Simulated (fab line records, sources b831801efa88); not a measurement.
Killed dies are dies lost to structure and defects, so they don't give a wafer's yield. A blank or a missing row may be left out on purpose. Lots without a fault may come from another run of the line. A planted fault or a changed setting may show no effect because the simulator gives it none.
Which tool did it? | flow sky130 | 13 lots, 39 wafers sampled, at 3 steps of a route of 708

WHAT THE GAUGES READ, wafer by wafer
SKY_VIA1_OVL_MEAS_13. Usual: VIA1_OVL -3 nm, standard deviation 5.7.
lot  | measured     | on         | VIA1_OVL (nm) | flag
L550 | day 33 21:46 | overlay-01 | -12 -6 -3     |
L551 | day 34 07:29 | overlay-01 | -6 0 -5       |
L552 | day 34 16:24 | overlay-02 | -10 0 -7      |
L553 | day 35 06:41 | overlay-01 | -3 1 -4       |
L554 | day 35 07:38 | overlay-02 | -5 -2 -6      |
L555 | day 35 17:14 | overlay-02 | 0 9 -5        |
L557 | day 36 11:27 | overlay-02 | -16 -9 -20    |
L559 | day 38 08:10 | overlay-01 | -2 -1 0       |
L566 | day 39 04:55 | overlay-01 | 2 -1 -6       |
L571 | day 40 14:00 | overlay-01 | 4 1 -1        |
L572 | day 40 20:15 | overlay-01 | -4 -10 -2     |
L573 | day 41 16:08 | overlay-01 | -6 -7 -3      |

WHICH TOOL RAN EACH LOT (tool, then ch and the chambers of the sampled wafers, then the start)
lot  | SKY_SPACER_ETCHBACK_02             | SKY_SD_N_STRIP_11
L550 | rie_diel-02 ch 0,2,3, day 22 20:47 | plasma_asher-03 ch 1, day 27 20:04
L551 | rie_diel-04 ch 0,3, day 23 09:01   | plasma_asher-03 ch 0,1, day 28 07:05
L552 | rie_diel-02 ch 1,3, day 23 21:19   | plasma_asher-02 ch 0,1, day 28 17:11
L553 | rie_diel-02 ch 1,2,3, day 24 12:17 | plasma_asher-02 ch 0,1, day 29 07:16
L554 | rie_diel-04 ch 0,2,3, day 24 12:17 | plasma_asher-01 ch 0,1, day 29 08:04
L555 | rie_diel-01 ch 0,1,2, day 24 22:36 | plasma_asher-01 ch 0,1, day 29 19:08
L557 | rie_diel-02 ch 1,2,3, day 25 18:23 | plasma_asher-03 ch 0,1, day 30 13:58
L559 | rie_diel-02 ch 0,2, day 27 19:55   | plasma_asher-02 ch 1, day 32 13:01
L564 | rie_diel-01 ch 0,1,2, day 28 04:53 | plasma_asher-01 ch 0,1, day 32 20:41
L566 | rie_diel-04 ch 0,2,3, day 28 22:28 | plasma_asher-03 ch 0,1, day 33 13:17
L571 | rie_diel-01 ch 1,2, day 30 07:54   | plasma_asher-03 ch 0,1, day 34 22:17
L572 | rie_diel-02 ch 0,2,3, day 30 15:38 | plasma_asher-02 ch 0,1, day 35 05:02
L573 | rie_diel-04 ch 0,1,3, day 31 16:07 | plasma_asher-02 ch 0,1, day 36 03:25
- SKY_SPACER_ETCHBACK_02: etches Si3N4 in CH3F/O2, stops on SiO2, time 46.7 s, target depth 45 nm.
- SKY_SD_N_STRIP_11: strips in O2/N2.

WHAT THE TOOLS THEMSELVES READ (means of the sampled wafers that have a number; where no wafer has one, the mark that the record gives instead)
SKY_SPACER_ETCHBACK_02. Usual: chamber_pressure_mTorr 25.003 mTorr, standard deviation 0.025; drypump_motor_current_A 5.8 A, standard deviation 0.33; oes_product_au 0.854 a.u., standard deviation 0.0066; throttle_valve_pct 10.563 %, standard deviation 0.0091.
lot  | tool        | chamber_pressure_mTorr (mTorr) | drypump_motor_current_A (A) | oes_product_au (a.u.) | throttle_valve_pct (%) | flag
L550 | rie_diel-02 | 24.988                         | 6.1                         | 0.858                 | 10.562                 |
L551 | rie_diel-04 | 24.996                         | 5.9                         | 0.856                 | 10.560                 |
L552 | rie_diel-02 | 24.991                         | 5.5                         | 0.853                 | 10.560                 |
L553 | rie_diel-02 | 25.011                         | 5.5                         | 0.855                 | 10.560                 |
L554 | rie_diel-04 | 25.035                         | 5.8                         | 0.852                 | 10.550                 |
L555 | rie_diel-01 | 24.998                         | 5.7                         | 0.853                 | 10.560                 |
L557 | rie_diel-02 | 25.010                         | 5.5                         | 0.851                 | 10.577                 |
L559 | rie_diel-02 | 25.001                         | 6.2                         | 0.854                 | 10.558                 |
L564 | rie_diel-01 | 24.996                         | 5.7                         | 0.855                 | 10.568                 |
L566 | rie_diel-04 | 25.018                         | 5.9                         | 0.854                 | 10.568                 |
L571 | rie_diel-01 | 25.013                         | 5.6                         | 0.857                 | 10.562                 |
L572 | rie_diel-02 | 24.998                         | 6.0                         | 0.862                 | 10.565                 |
L573 | rie_diel-04 | 24.990                         | 5.7                         | 0.856                 | 10.574                 |

SKY_SD_N_STRIP_11. Usual: chamber_pressure_mTorr 1500 mTorr, standard deviation 5.1; drypump_motor_current_A 5.8 A, standard deviation 0.4; oes_product_au 0.527 a.u., standard deviation 0.0048; strip_time_to_endpoint_s 22.54 s, standard deviation 0.033.
lot  | tool            | chamber_pressure_mTorr (mTorr) | drypump_motor_current_A (A) | oes_product_au (a.u.) | strip_time_to_endpoint_s (s) | flag
L550 | plasma_asher-03 | 1499                           | 6.1                         | 0.526                 | 22.53                        |
L551 | plasma_asher-03 | 1500                           | 5.9                         | 0.526                 | 22.51                        |
L552 | plasma_asher-02 | 1499                           | 5.8                         | 0.526                 | 22.56                        |
L553 | plasma_asher-02 | 1500                           | 5.8                         | 0.533                 | 22.53                        |
L554 | plasma_asher-01 | 1500                           | 5.5                         | 0.525                 | 22.54                        |
L555 | plasma_asher-01 | 1499                           | 5.8                         | 0.528                 | 22.53                        |
L557 | plasma_asher-03 | 1500                           | 5.7                         | 0.530                 | 22.56                        |
L559 | plasma_asher-02 | 1499                           | 6.2                         | 0.524                 | 22.54                        |
L564 | plasma_asher-01 | 1499                           | 5.8                         | 0.325                 | -                            | OFF
L566 | plasma_asher-03 | 1500                           | 5.9                         | 0.529                 | 22.60                        |
L571 | plasma_asher-03 | 1500                           | 5.6                         | 0.525                 | 22.61                        |
L572 | plasma_asher-02 | 1501                           | 5.8                         | 0.526                 | 22.51                        |
L573 | plasma_asher-02 | 1500                           | 6.0                         | 0.526                 | 22.52                        |

THE ANSWER, worked out from the rows above alone
Rule: a lot is off if the mean of its wafers that have a number lies more than 3 standard deviations from the usual mean. A lot without any number at a reading at which 4 lots or more have one is off too. The other lots that the step has rows for count as sound. The gauges are gone through in route order, then the tools' own readings, and for those a lot's mean is taken as printed above. The first step at which some lot is off is used, and at that step the reading that is off furthest; a lot without a number counts as furthest.
Off: L564, at SKY_SD_N_STRIP_11 (strip_time_to_endpoint_s). Without a number there: L564.
A tool fits if, at that step or a process step before it, it ran every lot that is off, and no sound lot after the first of them. One fits: plasma_asher-01 at SKY_SD_N_STRIP_11. Its last sound lot is L555 (day 29 19:08), its first lot that is off L564 (day 32 20:41): a fault that began between those two fits.
The tool's own readings at SKY_SD_N_STRIP_11 bear it out: on the lots that are off they differ by more than 5 times the standard deviation of the sound lots' means. oes_product_au reads 0.325 a.u. there against 0.527 a.u. on the sound lots.
Blank at SKY_SD_N_STRIP_11 on the lots that are off, where sound lots have numbers: strip_time_to_endpoint_s.

WHAT THE SIMULATOR HAD PUT IN
Strip aborted: plasma_asher-01, from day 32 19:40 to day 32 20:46, at SKY_SD_N_STRIP_11. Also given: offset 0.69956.
Lots struck among those shown: L564. The rule above found the same.
